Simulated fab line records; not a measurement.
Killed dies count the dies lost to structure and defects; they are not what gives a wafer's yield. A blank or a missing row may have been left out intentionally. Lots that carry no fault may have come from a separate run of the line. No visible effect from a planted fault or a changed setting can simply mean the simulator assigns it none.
Split-lot trial :: flow sky130 :: 23 wafers read from 5 lots, route of 708 steps

== THE SPLIT ==
At SKY_VT_ADJUST_HVTR_IMPLANT_09, the setting doseCm2 was moved away from the recipe's 2.1e+12 on 7 of the 23 wafers read, by -5.6% to +4.5%. For the rest of the wafers, this setting stayed at what the recipe calls for.

== FROM THE SPLIT ON TO THE READING: in between, the file shows 1 step ==
- SKY_VT_ADJUST_HVTR_STRIP_10: strips in O2/N2

== THE READING ==
VT_ADJUST_HVTR_TW, at SKY_VT_ADJUST_HVTR_TW_MEAS_11. Typical for fault-free wafers on this fab line: 210.4, with standard deviation 1.1.

wafer: L075.1
tool, chamber at the split: implanter-02, 0
doseCm2 as run: 1.983e+12
against the recipe: -5.6%
VT_ADJUST_HVTR_TW: 205.1
against lot-mates on the recipe: -4.2

wafer: L075.2
tool, chamber at the split: implanter-02, 0
doseCm2 as run: 1.983e+12
against the recipe: -5.6%
VT_ADJUST_HVTR_TW: 206.3
against lot-mates on the recipe: -3.0

wafer: L075.3
tool, chamber at the split: implanter-02, 0
doseCm2 as run: 2.1e+12
against the recipe: recipe
VT_ADJUST_HVTR_TW: 209.0
against lot-mates on the recipe: -

wafer: L075.4
tool, chamber at the split: implanter-02, 0
doseCm2 as run: 1.983e+12
against the recipe: -5.6%
VT_ADJUST_HVTR_TW: 205.5
against lot-mates on the recipe: -3.8

wafer: L075.6
tool, chamber at the split: implanter-02, 0
doseCm2 as run: 2.1e+12
against the recipe: recipe
VT_ADJUST_HVTR_TW: 209.7
against lot-mates on the recipe: -

wafer: L077.2
tool, chamber at the split: implanter-04, 0
doseCm2 as run: 2.1e+12
against the recipe: recipe
VT_ADJUST_HVTR_TW: 209.2
against lot-mates on the recipe: -

wafer: L077.3
tool, chamber at the split: implanter-04, 0
doseCm2 as run: 2.1e+12
against the recipe: recipe
VT_ADJUST_HVTR_TW: 210.1
against lot-mates on the recipe: -

wafer: L077.5
tool, chamber at the split: implanter-04, 0
doseCm2 as run: 2.1e+12
against the recipe: recipe
VT_ADJUST_HVTR_TW: 209.9
against lot-mates on the recipe: -

wafer: L079.1
tool, chamber at the split: implanter-01, 0
doseCm2 as run: 2.195e+12
against the recipe: +4.5%
VT_ADJUST_HVTR_TW: 213.7
against lot-mates on the recipe: +2.2

wafer: L079.2
tool, chamber at the split: implanter-01, 0
doseCm2 as run: 2.1e+12
against the recipe: recipe
VT_ADJUST_HVTR_TW: 211.4
against lot-mates on the recipe: -

wafer: L079.4
tool, chamber at the split: implanter-01, 0
doseCm2 as run: 2.195e+12
against the recipe: +4.5%
VT_ADJUST_HVTR_TW: 215.2
against lot-mates on the recipe: +3.7

wafer: L079.5
tool, chamber at the split: implanter-01, 0
doseCm2 as run: 2.1e+12
against the recipe: recipe
VT_ADJUST_HVTR_TW: 212.1
against lot-mates on the recipe: -

wafer: L079.6
tool, chamber at the split: implanter-01, 0
doseCm2 as run: 2.1e+12
against the recipe: recipe
VT_ADJUST_HVTR_TW: 211.0
against lot-mates on the recipe: -

wafer: L081.1
tool, chamber at the split: implanter-01, 0
doseCm2 as run: 2.1e+12
against the recipe: recipe
VT_ADJUST_HVTR_TW: 210.1
against lot-mates on the recipe: -

wafer: L081.2
tool, chamber at the split: implanter-01, 0
doseCm2 as run: 2.1e+12
against the recipe: recipe
VT_ADJUST_HVTR_TW: 210.4
against lot-mates on the recipe: -

wafer: L081.3
tool, chamber at the split: implanter-01, 0
doseCm2 as run: 2.1e+12
against the recipe: recipe
VT_ADJUST_HVTR_TW: 209.2
against lot-mates on the recipe: -

wafer: L081.4
tool, chamber at the split: implanter-01, 0
doseCm2 as run: 2.044e+12
against the recipe: -2.7%
VT_ADJUST_HVTR_TW: 208.5
against lot-mates on the recipe: -1.4

wafer: L081.6
tool, chamber at the split: implanter-01, 0
doseCm2 as run: 2.044e+12
against the recipe: -2.7%
VT_ADJUST_HVTR_TW: 209.7
against lot-mates on the recipe: -0.2

wafer: L085.1
tool, chamber at the split: implanter-01, 0
doseCm2 as run: 2.1e+12
against the recipe: recipe
VT_ADJUST_HVTR_TW: 210.6
against lot-mates on the recipe: -

wafer: L085.2
tool, chamber at the split: implanter-01, 0
doseCm2 as run: 2.1e+12
against the recipe: recipe
VT_ADJUST_HVTR_TW: 211.6
against lot-mates on the recipe: -

wafer: L085.4
tool, chamber at the split: implanter-01, 0
doseCm2 as run: 2.1e+12
against the recipe: recipe
VT_ADJUST_HVTR_TW: 209.4
against lot-mates on the recipe: -

wafer: L085.5
tool, chamber at the split: implanter-01, 0
doseCm2 as run: 2.1e+12
against the recipe: recipe
VT_ADJUST_HVTR_TW: 210.8
against lot-mates on the recipe: -

wafer: L085.6
tool, chamber at the split: implanter-01, 0
doseCm2 as run: 2.1e+12
against the recipe: recipe
VT_ADJUST_HVTR_TW: 210.9
against lot-mates on the recipe: -

FIT RESULTS
A straight line over all 23 wafers: VT_ADJUST_HVTR_TW changes by +0.835 for each +1% of doseCm2; r = +0.92; the points scatter about the line by 0.91.
The same after taking each lot's own level away (the mean of its wafers on the recipe; 23 wafers): +0.633 for each +1%; r = +0.93; scatter 0.65.
That fit puts the effect of the largest move of doseCm2 on the reading at 3.5.
The span of the lots' own levels, 209.35 to 211.50, comes to 2.0 times the standard deviation stated above.
In other words, the slope is changed by the lot-to-lot level; the two fits disagree.
Check: with one of the wafers moved furthest among these (-5.6%) left out of the fit, the line predicts -3.24 for it against its lot-mates. Against them it came out at -4.25.

== THE OTHER SPLITS THESE WAFERS WENT THROUGH ==
These wafers also went through other splits before the reading. Each is held against what the fit with the lots' levels taken away leaves over:
other split on the same wafers: SKY_VT_ADJUST_NCORE_EXPOSE_04 doseMj
wafers away from the commonest value: 5
r with VT_ADJUST_HVTR_TW (lot level and that fit taken away): -0.23

other split on the same wafers: SKY_VT_ADJUST_HVTR_COAT_02 spinRpm
wafers away from the commonest value: 8
r with VT_ADJUST_HVTR_TW (lot level and that fit taken away): -0.09

== FILE'S OWN FIT ==
VT_ADJUST_HVTR_TW changes by +0.623 for each +1% of doseCm2, r = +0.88.
